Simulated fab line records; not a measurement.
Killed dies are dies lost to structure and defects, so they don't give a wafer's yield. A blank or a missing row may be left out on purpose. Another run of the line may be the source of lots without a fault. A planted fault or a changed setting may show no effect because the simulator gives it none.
fab line records	flow sky130
record lots=6	wafers=17	last_day=51
route steps=708 shown LOCAL_INTERCONNECT@394 CONTACT@406 PAD_OPEN@708
lots untouched by any fault: they come from a run of this same line in which no faults occurred
start_h: the number of hours between the record's first day and the start of the first shown wafer of the lot	wait_h: time in hours since the lot's previous step	" as in the row above	L1.1+2: a single row standing in for several wafers	- either no value or no given start	* or withheld: withheld	< > ~ a bound
route shown NAME@n: NAME is a module with steps in the file, n the number in the route of the first one	usual: the fault-free wafers' mean and standard deviation	same: alike in all rows	chamber/n: place in a boat	sites: each site's reading	_std_site: their standard deviation	_edge_site: mean of outer sites minus mean of inner sites	radius_mm: for every site, how far away it sits from the centre of the wafer	mask NAME#n: copy n	behind: the tool/chamber that last shaped the wafer	hold: the reason the lot was held/the length of the hold in hours/how it ended	device: which transistor (n, p or np) failed to switch	end of line: tests run on the same wafers once the route is complete	a step without rows: its recipe alone	killed: count of dies lost to structure and defects at first sort (not the wafer's yield)	map: per-die view of a wafer (x killed, . not killed, _ where there is no die)
set.NAME: the setting that was run; set.NAME@STEP: the one run at that earlier step	model.NAME: the simulator's own value behind a step, which no gauge read
lots at some steps of the route; a table a step, a row a wafer
services: from which hour (start_h, from the record's first day; less than 0 if before it) a tool's chamber was out of use, for how many hours, and why
## steps
# step SKY_LOCAL_INTERCONNECT_SOFTBAKE_07
# recipe temp_c=100	time_s=90	resist=KrF-thick
# step SKY_LOCAL_INTERCONNECT_EXPOSE_08
# recipe mask_id=LI1M	na=0.8	source_shape=annular	sigma_inner=0.55	sigma_outer=0.85	target_cd_nm=170	dose_mj=28
# step SKY_LOCAL_INTERCONNECT_PEB_09
# recipe peb_temp_c=withheld	peb_time_s=withheld	resist=KrF-thick
# step SKY_LOCAL_INTERCONNECT_DEVELOP_10
# recipe develop_time_s=60	resist=KrF-thick	dev_temp_c=21
# step SKY_LOCAL_INTERCONNECT_CD_MEAS_11
# recipe target_cd_nm=170
# usual cd_nm=169.9/1.3
lot.wafer	tool	chamber	start_h	wait_h	cd_nm
L346.1	cd_sem-01	-	775.71	-	167.5
L346.2	"	-	"	"	166.6
L346.3	"	-	"	"	169.3
L348.2	cd_sem-01	-	786.44	-	169.3
L348.4	"	-	"	"	170.1
L348.6	"	-	"	"	171.1
L354.4	cd_sem-01	-	836.57	-	170.1
L354.6	"	-	"	"	170.7
L358.1	cd_sem-02	-	863.82	-	169.2
L358.3	"	-	"	"	171.1
L358.5	"	-	"	"	170.6
L361.2	cd_sem-01	-	889.64	-	169.9
L361.4	"	-	"	"	170.2
L361.5	"	-	"	"	169.4
L362.1	cd_sem-02	-	899.37	-	169.5
L362.2	"	-	"	"	170.8
L362.3	"	-	"	"	169.7
# step SKY_LOCAL_INTERCONNECT_OVL_MEAS_12
# usual LOCAL_INTERCONNECT_OVL=2/5.4
lot.wafer	tool	chamber	start_h	wait_h	LOCAL_INTERCONNECT_OVL[nm]
L346.1	overlay-01	-	775.83	0.1	0
L346.2	"	-	"	"	-4
L346.3	"	-	"	"	7
L348.2	overlay-02	-	786.54	0.1	-3
L348.4	"	-	"	"	6
L348.6	"	-	"	"	2
L354.4	overlay-01	-	836.65	0.1	7
L354.6	"	-	"	"	9
L358.1	overlay-01	-	863.94	0.1	5
L358.3	"	-	"	"	3
L358.5	"	-	"	"	7
L361.2	overlay-01	-	889.75	0.1	-1
L361.4	"	-	"	"	5
L361.5	"	-	"	"	6
L362.1	overlay-01	-	899.49	0.1	6
L362.2	"	-	"	"	1
L362.3	"	-	"	"	11
# step SKY_LOCAL_INTERCONNECT_ETCH_13
# recipe chemistry=N2/H2	target=BARC	ion_energy_ev=200	bias_w=100	pressure_mtorr=30	n2_flow_sccm=100	h2_flow_sccm=200	icp_w=500	stop_on=SiO2	time_s=45.9	target_depth_a=600
# usual drypump_motor_current_A=5.6/0.37	oes_product_au=0.854/0.0047	throttle_valve_pct=13.225/0.0082
lot.wafer	tool	chamber	start_h	wait_h	drypump_motor_current_A	oes_product_au	rf_hours_counter_h	throttle_valve_pct
L346.1	rie_metal-02	1	775.86	0.0	5.5	0.847	6	13.231
L346.2	"	0	"	"	6.1	0.850	10	13.242
L346.3	"	0	"	"	6.0	0.852	-	13.223
L348.2	rie_metal-04	1	786.57	0.0	5.2	0.857	3	13.237
L348.4	"	0	"	"	5.5	0.850	-	13.236
L348.6	"	0	"	"	5.4	0.852	-	13.222
L354.4	rie_metal-03	1	836.69	0.0	6.3	0.848	-	13.217
L354.6	"	0	"	"	5.5	0.855	-	13.228
L358.1	rie_metal-04	1	863.97	0.0	5.2	0.855	6	13.235
L358.3	"	1	"	"	5.2	0.862	-	13.238
L358.5	"	1	"	"	5.2	0.853	-	13.222
L361.2	rie_metal-04	1	889.78	0.0	5.2	0.849	8	13.225
L361.4	"	1	"	"	5.2	0.848	-	13.221
L361.5	"	1	"	"	5.2	0.849	-	13.218
L362.1	rie_metal-02	0	899.52	0.0	6.0	0.845	15	13.217
L362.2	"	1	"	"	5.5	0.846	11	13.227
L362.3	"	0	"	"	6.0	0.848	-	13.228
# step SKY_LOCAL_INTERCONNECT_METAL_ETCH_14
# recipe target_depth_nm=110	stop_on=PSG	chemistry=Cl2/BCl3	target=TiN	resist_sidewall_deg=88	pressure_mtorr=10	icp_w=900	bias_w=48.5	Cl2_flow_sccm=60	bcl3_flow_sccm=30	time_s=31.4
# step SKY_LOCAL_INTERCONNECT_STRIP_15
# recipe chemistry=O2/N2	power_w=1400	pressure_mtorr=1500	platen_temp_c=withheld	o2_flow_sccm=3000	n2_flow_sccm=300	overash_fraction=0.5
# step SKY_LOCAL_INTERCONNECT_STRIP_16
# recipe chemistry=post_etch_residue_remover	time_s=1200	temp_c=72.5
# step SKY_LOCAL_INTERCONNECT_CLEAN_17
# recipe chemistry=IPA	time_s=180	temp_c=25
# step SKY_LOCAL_INTERCONNECT_CLEAN_18
# recipe chemistry=O3/DIW	dry=n2_spin
# step SKY_CONTACT_CVD_00
# recipe material=Si3N4	target_thk_nm=75	temp_c=400	time_s=withheld	rf_w=450
# usual heater_power_w=712/99
lot.wafer	tool	chamber	start_h	wait_h	heater_power_w	model.Si3N4_of_CONTACT_CVD_00.thk_nm
L346.1	pecvd-02	1	776.61	0.0	699	74.71
L346.2	"	0	"	"	663	73.88
L346.3	"	2	"	"	827	74.8
L348.2	pecvd-02	2	787.32	0.0	808	74.81
L348.4	"	0	"	"	773	75.05
L348.6	"	1	"	"	730	74.97
L354.4	pecvd-02	2	837.39	0.0	762	81.13
L354.6	"	0	"	"	722	75.01
L358.1	pecvd-02	0	864.71	0.0	762	74.01
L358.3	"	1	"	"	664	73.65
L358.5	"	1	"	"	707	80.48
L361.2	pecvd-03	2	890.57	0.0	668	74.4
L361.4	"	0	"	"	815	74.96
L361.5	"	2	"	"	672	75.57
L362.1	pecvd-01	2	900.23	0.0	571	73.66
L362.2	"	1	"	"	657	74.56
L362.3	"	1	"	"	657	76.17
# step SKY_CONTACT_THK_MEAS_01
# recipe reads=Si3N4_of_CONTACT_CVD_00
# usual CONTACT_CVD_00_THK=75.4/1
lot.wafer	tool	chamber	start_h	wait_h	CONTACT_CVD_00_THK[nm]
L346.1	film_metro-02	-	776.64	-	74.7
L346.2	"	-	"	"	73.9
L346.3	"	-	"	"	74.8
L348.2	film_metro-04	-	787.37	-	74.9
L348.4	"	-	"	"	75.0
L348.6	"	-	"	"	75.0
L354.4	film_metro-04	-	837.44	-	81.1
L354.6	"	-	"	"	75.0
L358.1	film_metro-04	-	864.74	-	74.0
L358.3	"	-	"	"	73.6
L358.5	"	-	"	"	80.5
L361.2	film_metro-01	-	890.61	-	74.4
L361.4	"	-	"	"	75.0
L361.5	"	-	"	"	75.7
L362.1	film_metro-01	-	900.28	-	73.6
L362.2	"	-	"	"	74.5
L362.3	"	-	"	"	76.2
# step SKY_CONTACT_HDPCVD_02
# recipe material=SiO2	target_thk_nm=565	sigma_open_frac=0.3	time_s=94.2	temp_c=600	sih4_flow_sccm=60	pressure_mtorr=6
# step SKY_CONTACT_THK_MEAS_03
# recipe reads=SiO2_of_CONTACT_HDPCVD_02
# usual CONTACT_HDPCVD_THK=566/6.3
lot.wafer	tool	chamber	start_h	wait_h	CONTACT_HDPCVD_THK[nm]
L346.1	film_metro-02	-	776.77	0.0	573
L346.2	"	-	"	"	559
L346.3	"	-	"	"	574
L348.2	film_metro-01	-	787.50	0.0	559
L348.4	"	-	"	"	565
L348.6	"	-	"	"	575
L354.4	film_metro-02	-	837.57	0.0	569
L354.6	"	-	"	"	564
L358.1	film_metro-01	-	864.87	0.0	564
L358.3	"	-	"	"	563
L358.5	"	-	"	"	573
L361.2	film_metro-02	-	890.74	0.0	572
L361.4	"	-	"	"	575
L361.5	"	-	"	"	564
L362.1	film_metro-04	-	900.41	0.0	567
L362.2	"	-	"	"	562
L362.3	"	-	"	"	574
# step SKY_CONTACT_CMP_04
# recipe material=SiO2	down_force_psi=4	platen_rpm=60	pad_velocity_m_s=0.94248
# usual motor_current_A=12.4/1.8
lot.wafer	tool	chamber	start_h	wait_h	motor_current_A
L346.2	cmp-01	1	776.83	0.0	11.4
L346.3	"	2	"	"	11.0
L346.1	"	0	"	"	13.8
L348.2	cmp-02	3	787.55	0.0	11.1
L348.4	"	1	"	"	10.2
L348.6	"	3	"	"	11.3
L354.4	cmp-02	1	837.60	0.0	9.6
L354.6	"	2	"	"	10.1
L358.3	cmp-01	0	864.93	0.0	13.3
L358.1	"	2	"	"	10.7
L358.5	"	1	"	"	11.7
L361.4	cmp-01	0	890.79	0.0	14.2
L361.2	"	2	"	"	11.2
L361.5	"	1	"	"	12.2
L362.2	cmp-02	3	900.47	0.0	11.5
L362.1	"	0	"	"	13.0
L362.3	"	2	"	"	10.3
# step SKY_CONTACT_BOW_MEAS_05
# recipe mode=bow
# usual CONTACT_BOW=83/6.7
lot.wafer	tool	chamber	start_h	wait_h	CONTACT_BOW[um]
L346.1	film_metro-04	-	777.13	0.1	80
L346.2	"	-	"	"	93
L346.3	"	-	"	"	94
L348.2	film_metro-02	-	787.87	0.3	80
L348.4	"	-	"	"	77
L348.6	"	-	"	"	92
L354.4	film_metro-04	-	837.96	0.3	87
L354.6	"	-	"	"	92
L358.1	film_metro-04	-	865.23	0.1	77
L358.3	"	-	"	"	84
L358.5	"	-	"	"	79
L361.2	film_metro-02	-	891.13	0.2	84
L361.4	"	-	"	"	73
L361.5	"	-	"	"	82
L362.1	film_metro-04	-	900.77	0.2	93
L362.2	"	-	"	"	90
L362.3	"	-	"	"	83
# step SKY_CONTACT_DEHYDRATE_06
# recipe temp_c=200	time_s=60
# step SKY_CONTACT_HMDS_07
# recipe prime_time_s=60	prime_temp_c=120
# step SKY_CONTACT_COAT_08
# recipe resist=BARC	temp_c=withheld	time_s=withheld	spin_rpm=3000	resist_thk_nm=60
# step SKY_CONTACT_COAT_09
# recipe resist=KrF-thick	spin_rpm=3000	resist_thk_nm=450
# step SKY_CONTACT_SOFTBAKE_10
# recipe temp_c=100	time_s=90	resist=KrF-thick
# step SKY_CONTACT_EXPOSE_11
# recipe mask_id=CTM1	na=0.8	source_shape=annular	sigma_inner=0.55	sigma_outer=0.85	target_cd_nm=170	dose_mj=38
# step SKY_CONTACT_PEB_12
# recipe peb_temp_c=withheld	peb_time_s=withheld	resist=KrF-thick
# step SKY_CONTACT_DEVELOP_13
# recipe develop_time_s=60	resist=KrF-thick	dev_temp_c=21
# step SKY_CONTACT_CD_MEAS_14
# recipe target_cd_nm=170
# usual cd_nm=170.5/1.4
lot.wafer	tool	chamber	start_h	wait_h	cd_nm
L346.1	cd_sem-01	-	804.11	-	168.4
L346.2	"	-	"	"	168.2
L346.3	"	-	"	"	167.6
L348.2	cd_sem-02	-	814.14	-	170.9
L348.4	"	-	"	"	170.3
L348.6	"	-	"	"	170.0
L354.4	cd_sem-01	-	865.33	-	172.1
L354.6	"	-	"	"	173.0
L358.1	cd_sem-02	-	891.46	-	169.5
L358.3	"	-	"	"	170.5
L358.5	"	-	"	"	170.6
L361.2	cd_sem-01	-	917.33	-	170.6
L361.4	"	-	"	"	169.6
L361.5	"	-	"	"	169.2
L362.1	cd_sem-01	-	925.96	-	168.1
L362.2	"	-	"	"	168.7
L362.3	"	-	"	"	170.3
# step SKY_CONTACT_OVL_MEAS_15
# usual CONTACT_OVL=-1/5.6
lot.wafer	tool	chamber	start_h	wait_h	CONTACT_OVL[nm]
L346.1	overlay-02	-	804.23	0.1	3
L346.2	"	-	"	"	-4
L346.3	"	-	"	"	8
L348.2	overlay-01	-	814.25	0.1	3
L348.4	"	-	"	"	-4
L348.6	"	-	"	"	0
L354.4	overlay-01	-	865.41	0.1	-4
L354.6	"	-	"	"	-6
L358.1	overlay-02	-	891.58	0.1	5
L358.3	"	-	"	"	-3
L358.5	"	-	"	"	0
L361.2	overlay-01	-	917.44	0.1	-10
L361.4	"	-	"	"	-7
L361.5	"	-	"	"	-8
L362.1	overlay-02	-	926.08	0.1	-6
L362.2	"	-	"	"	0
L362.3	"	-	"	"	-4
# step SKY_CONTACT_ETCH_16
# recipe chemistry=N2/H2	target=BARC	ion_energy_ev=200	source_w=500	bias_w=100	pressure_mtorr=30	n2_flow_sccm=100	h2_flow_sccm=200	stop_on=SiO2	time_s=45.9	target_depth_a=600
# usual drypump_motor_current_A=5.7/0.5	oes_product_au=0.854/0.0047	throttle_valve_pct=13.226/0.01
lot.wafer	tool	chamber	start_h	wait_h	drypump_motor_current_A	oes_product_au	rf_hours_counter_h	throttle_valve_pct
L346.1	rie_diel-02	3	804.26	0.0	6.3	0.852	6	13.230
L346.2	"	0	"	"	6.2	0.853	9	13.224
L346.3	"	1	"	"	5.6	0.858	18	13.223
L348.2	rie_diel-02	3	814.28	0.0	6.3	0.853	6	13.232
L348.4	"	0	"	"	6.2	0.857	10	13.231
L348.6	"	1	"	"	5.6	0.861	-	13.206
L354.4	rie_diel-03	3	865.43	0.0	6.2	0.858	21	13.226
L354.6	"	3	"	"	6.2	0.860	-	13.199
L358.1	rie_diel-01	1	891.61	0.0	4.7	0.850	8	13.221
L358.3	"	0	"	"	5.6	0.850	20	13.202
L358.5	"	2	"	"	5.9	0.849	-	13.221
L361.2	rie_diel-01	2	917.47	0.0	5.9	0.858	20	13.223
L361.4	"	1	"	"	4.7	0.860	8	13.225
L361.5	"	0	"	"	5.6	0.857	-	13.230
L362.1	rie_diel-02	1	926.12	0.0	5.6	0.856	22	13.226
L362.2	"	3	"	"	6.3	0.859	10	13.216
L362.3	"	2	"	"	5.7	0.855	27	13.234
# step SKY_CONTACT_ETCH_17
# recipe target=SiO2	chemistry=C4F8/O2/Ar	stop_on=Si3N4	mask_material=KrF-thick	source_w=1500	bias_w=1200	pressure_mtorr=40	c4f8_flow_sccm=withheld	O2_flow_sccm=6	Ar_flow_sccm=300	time_s=withheld	target_depth_a=3400
# usual oes_product_au=0.893/0.0047
lot.wafer	tool	chamber	start_h	wait_h	oes_product_au
L346.1	rie_diel-02	3	804.31	0.0	0.886
L346.2	"	0	"	"	0.901
L346.3	"	1	"	"	0.896
L348.2	rie_diel-02	3	814.32	0.0	0.893
L348.4	"	0	"	"	0.891
L348.6	"	1	"	"	0.888
L354.4	rie_diel-03	3	865.47	0.0	0.896
L354.6	"	3	"	"	0.897
L358.1	rie_diel-01	1	891.66	0.0	0.901
L358.3	"	0	"	"	0.890
L358.5	"	2	"	"	0.896
L361.2	rie_diel-01	2	917.51	0.0	0.895
L361.4	"	1	"	"	0.894
L361.5	"	0	"	"	0.900
L362.1	rie_diel-02	1	926.16	0.0	0.893
L362.2	"	3	"	"	0.893
L362.3	"	2	"	"	0.887
# step SKY_CONTACT_ETCH_18
# recipe target=Si3N4	chemistry=CHF3/O2	stop_on=TiN	source_w=600	bias_w=200	pressure_mtorr=40	chf3_flow_sccm=50	O2_flow_sccm=5	time_s=39	target_depth_a=750
# usual chf3_flow_sccm=49.98/0.14	drypump_motor_current_A=5.7/0.51	oes_product_au=0.857/0.0077	throttle_valve_pct=8.793/0.01
lot.wafer	tool	chamber	start_h	wait_h	chf3_flow_sccm	drypump_motor_current_A	oes_product_au	rf_hours_counter_h	throttle_valve_pct	model.etch.depth_nm
L346.1	rie_diel-02	3	-	-	50.00	6.3	0.850	6	8.791	74.71
L346.2	"	0	"	"	50.16	6.3	0.847	9	8.783	73.88
L346.3	"	1	"	"	49.97	5.6	0.854	18	8.785	74.8
L348.2	rie_diel-02	3	-	-	50.16	6.3	0.856	6	8.794	74.81
L348.4	"	0	"	"	50.00	6.2	0.860	10	8.772	75.05
L348.6	"	1	"	"	50.08	5.6	0.847	-	8.796	74.97
L354.4	rie_diel-03	3	-	-	49.85	6.2	0.896	21	8.808	81.13
L354.6	"	3	"	"	49.99	6.2	0.856	-	8.795	75.01
L358.1	rie_diel-01	1	-	-	50.01	4.6	0.843	8	8.800	74.01
L358.3	"	0	"	"	49.88	5.6	0.845	20	8.792	73.65
L358.5	"	2	"	"	50.31	5.8	0.893	-	8.802	80.48
L361.2	rie_diel-01	2	-	-	49.92	5.8	0.850	20	8.788	74.4
L361.4	"	1	"	"	49.84	4.6	0.856	9	8.800	74.96
L361.5	"	0	"	"	50.07	5.6	0.863	-	8.809	75.57
L362.1	rie_diel-02	1	-	-	50.12	5.6	0.848	22	8.784	73.66
L362.2	"	3	"	"	49.75	6.3	0.850	11	8.785	74.56
L362.3	"	2	"	"	50.01	5.7	0.854	27	8.796	76.17
# step SKY_CONTACT_STRIP_19
# recipe chemistry=O2/N2	power_w=1400	pressure_mtorr=1500	platen_temp_c=withheld	o2_flow_sccm=3000	n2_flow_sccm=300	overash_fraction=0.5
# usual drypump_motor_current_A=5.19/0.17	oes_product_au=0.380/0.0044	strip_time_to_endpoint_s=3.60/0.038
lot.wafer	tool	chamber	start_h	wait_h	drypump_motor_current_A	oes_product_au	rf_hours_counter_h	strip_time_to_endpoint_s
L346.1	plasma_asher-04	0	804.40	-	4.91	0.380	6	3.60
L346.2	"	1	"	"	5.18	0.381	6	3.57
L346.3	"	1	"	"	5.20	0.384	-	3.56
L348.2	plasma_asher-03	0	814.41	-	5.41	0.379	36	3.59
L348.4	"	1	"	"	5.19	0.383	-	3.58
L348.6	"	0	"	"	5.40	0.377	-	3.57
L354.4	plasma_asher-03	0	865.59	-	5.39	0.379	-	3.61
L354.6	"	0	"	"	5.38	0.387	-	3.60
L358.1	plasma_asher-02	0	891.75	-	5.06	0.376	105	3.62
L358.3	"	1	"	"	5.39	0.390	-	3.57
L358.5	"	1	"	"	5.41	0.380	-	3.56
L361.2	plasma_asher-03	1	917.60	-	5.17	0.376	46	3.58
L361.4	"	0	"	"	5.38	0.381	-	3.65
L361.5	"	0	"	"	5.38	0.379	-	3.62
L362.1	plasma_asher-04	1	926.25	-	5.20	0.385	19	3.59
L362.2	"	0	"	"	4.91	0.380	19	3.57
L362.3	"	0	"	"	4.91	0.383	-	3.66
# step SKY_PAD_OPEN_PROBE_99
# usual killed_at_M0_to_M3=43/6	killed_at_M4_up=3.2/1.9	killed_at_contacts=25/5.4	killed_at_front_end=15/4.5	killed_at_other=0.3/0.59	killed_dies=87/8.7	killed_open=47/6.7	killed_short=39/5.7
# same gross_dies=492	killed_at_back_side=0
lot.wafer	tool	chamber	start_h	wait_h	killed_at_M0_to_M3	killed_at_M4_up	killed_at_contacts	killed_at_front_end	killed_at_other	killed_dies	killed_open	killed_short
L346.1	prober-02	-	1133.24	0.1	45	7	24	14	1	91	56	35
L346.2	prober-02	-	1133.29	0.1	50	3	19	29	0	101	58	43
L346.3	prober-02	-	1133.34	0.2	47	2	30	15	0	94	49	45
L354.4	prober-02	-	1176.24	0.2	38	3	30	12	0	83	43	40
L358.1	prober-02	-	1193.98	0.1	45	2	22	16	0	85	40	43
L358.3	prober-02	-	1194.08	0.2	42	4	25	17	0	88	47	41
L358.5	prober-02	-	1194.18	0.2	42	1	34	9	0	86	45	41
L362.1	prober-02	-	1213.44	0.1	42	6	27	8	0	83	45	38
L362.2	prober-02	-	1213.49	0.1	47	6	24	13	0	90	50	40
L362.3	prober-02	-	1213.54	0.2	47	0	34	14	1	96	56	39
# killed by level:class
L346.1 VIA1:geometric_particle:open=15 LI_CONTACT:geometric_particle:open=8 CONTACT:geometric_particle:open=8 VIA2:geometric_particle:open=8 VIA3:geometric_particle:open=7 METAL1:geometric_particle:short=5 METAL4:geometric_particle:short=5 FIELD_ISO:geometric_particle:short=4
L346.2 VIA1:geometric_particle:open=9 VIA2:geometric_particle:open=9 FIELD_ISO:geometric_particle:short=8 LI_CONTACT:geometric_particle:open=7 CONTACT:geometric_particle:open=7 METAL2:geometric_particle:short=7 VIA3:geometric_particle:open=7 FIELD_ISO:geometric_particle:open=6
L346.3 VIA2:geometric_particle:open=10 LI_CONTACT:geometric_particle:open=8 METAL1:geometric_particle:short=8 VIA1:geometric_particle:open=8 LOCAL_INTERCONNECT:geometric_particle:short=7 CONTACT:geometric_particle:open=6 CONTACT:geometric_particle:short=6 FIELD_ISO:geometric_particle:open=4
L354.4 CONTACT:geometric_particle:open=11 CONTACT:geometric_particle:short=10 VIA1:geometric_particle:open=10 LI_CONTACT:geometric_particle:open=6 FIELD_ISO:geometric_particle:short=5 VIA2:geometric_particle:short=5 VIA2:geometric_particle:open=5 METAL1:geometric_particle:short=4
L358.1 VIA1:geometric_particle:open=13 VIA2:geometric_particle:open=8 LI_CONTACT:geometric_particle:open=7 POLY_GATE:geometric_particle:short=6 VIA1:geometric_particle:short=6 CONTACT:geometric_particle:short=5 CONTACT:geometric_particle:open=4 METAL1:geometric_particle:short=4
L358.3 VIA2:geometric_particle:open=9 CONTACT:geometric_particle:open=7 METAL1:geometric_particle:short=7 VIA1:geometric_particle:open=7 FIELD_ISO:geometric_particle:open=6 LI_CONTACT:geometric_particle:open=6 LOCAL_INTERCONNECT:geometric_particle:short=6 POLY_GATE:geometric_particle:short=4
L358.5 VIA1:geometric_particle:open=13 CONTACT:geometric_particle:open=13 VIA2:geometric_particle:open=6 LI_CONTACT:geometric_particle:short=6 CONTACT:geometric_particle:short=6 METAL1:geometric_particle:short=6 LI_CONTACT:geometric_particle:open=5 VIA2:geometric_particle:short=5
L362.1 VIA3:geometric_particle:open=11 CONTACT:geometric_particle:open=10 CONTACT:geometric_particle:short=8 LI_CONTACT:geometric_particle:open=5 METAL2:geometric_particle:short=5 VIA1:geometric_particle:open=5 VIA2:geometric_particle:open=5 VIA3:geometric_particle:short=5
L362.2 CONTACT:geometric_particle:open=13 VIA2:geometric_particle:open=8 VIA1:geometric_particle:open=8 VIA3:geometric_particle:open=6 METAL1:geometric_particle:short=6 METAL4:geometric_particle:short=5 METAL2:geometric_particle:short=4 VIA3:geometric_particle:short=4
L362.3 LI_CONTACT:geometric_particle:open=13 CONTACT:geometric_particle:open=11 VIA1:geometric_particle:open=9 METAL2:geometric_particle:short=7 VIA3:geometric_particle:open=7 FIELD_ISO:geometric_particle:open=6 VIA2:geometric_particle:open=6 VIA2:geometric_particle:short=6
## services
tool	chamber	start_h	hours	kind
pecvd-02	-	752.00	2.8	pm
plasma_asher-02	-	752.37	9.5	pm
cmp-01	-	752.95	4.0	pm
rie_diel-02	-	756.31	14.6	pm
cmp-01	-	760.57	0.6	repair
pecvd-02	1	767.85	7.6	repair
rie_diel-01	3	770.21	16.2	repair
cmp-01	-	770.32	0.8	repair
rie_diel-01	2	780.17	17.8	repair
cmp-02	-	788.36	1.5	repair
plasma_asher-03	-	788.75	2.1	repair
plasma_asher-03	-	790.91	9.2	repair
rie_diel-03	2	796.38	4.5	repair
cmp-01	-	809.20	3.0	repair
pecvd-03	0	820.19	5.2	repair
rie_diel-03	-	835.09	0.1	repair
rie_metal-04	-	842.63	0.7	repair
rie_metal-02	-	856.83	0.1	repair
rie_metal-04	0	882.02	5.4	repair
rie_diel-02	0	882.10	8.4	repair
rie_diel-01	3	896.30	2.6	repair
cmp-02	-	912.00	4.0	pm
rie_diel-03	0	919.86	11.3	repair
rie_diel-03	1	925.90	2.8	repair
## key
first_sign step=SKY_CONTACT_THK_MEAS_01	reading=CONTACT_CVD_00_THK	direction=up	sigmas=5.2	usual=75.4	struck=80.8
effect step=SKY_CONTACT_ETCH_18	reading=oes_product_au	direction=up	sigmas=4.9	usual=0.857	struck=0.894
model_effect step=SKY_CONTACT_CVD_00	value=Si3N4_of_CONTACT_CVD_00.thk_nm	without=75.19	struck=80.8
model_effect step=SKY_CONTACT_ETCH_18	value=etch.depth_nm	without=75.19	struck=80.8
met_at SKY_CONTACT_CVD_00
struck_wafers L354.4,L358.5
tester_left_out L354,L358
onset_between 787.32 837.39
fault kind=process_parameter_drift	tool=pecvd-02	chamber=-	onset_h=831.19	steps=SKY_CONTACT_CVD_00	channel=time_s	offset=withheld	shape=step	end_h=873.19	scope=struck_wafers_only	acts_in=*
# tester_left_out: of these lots the tester's yield and bins aren't shown, on N5 and GAA mostly nor the transistor test; their killed dies are dies lost to structure and defects alone, not to doping, threshold or leakage, so they don't give the yield
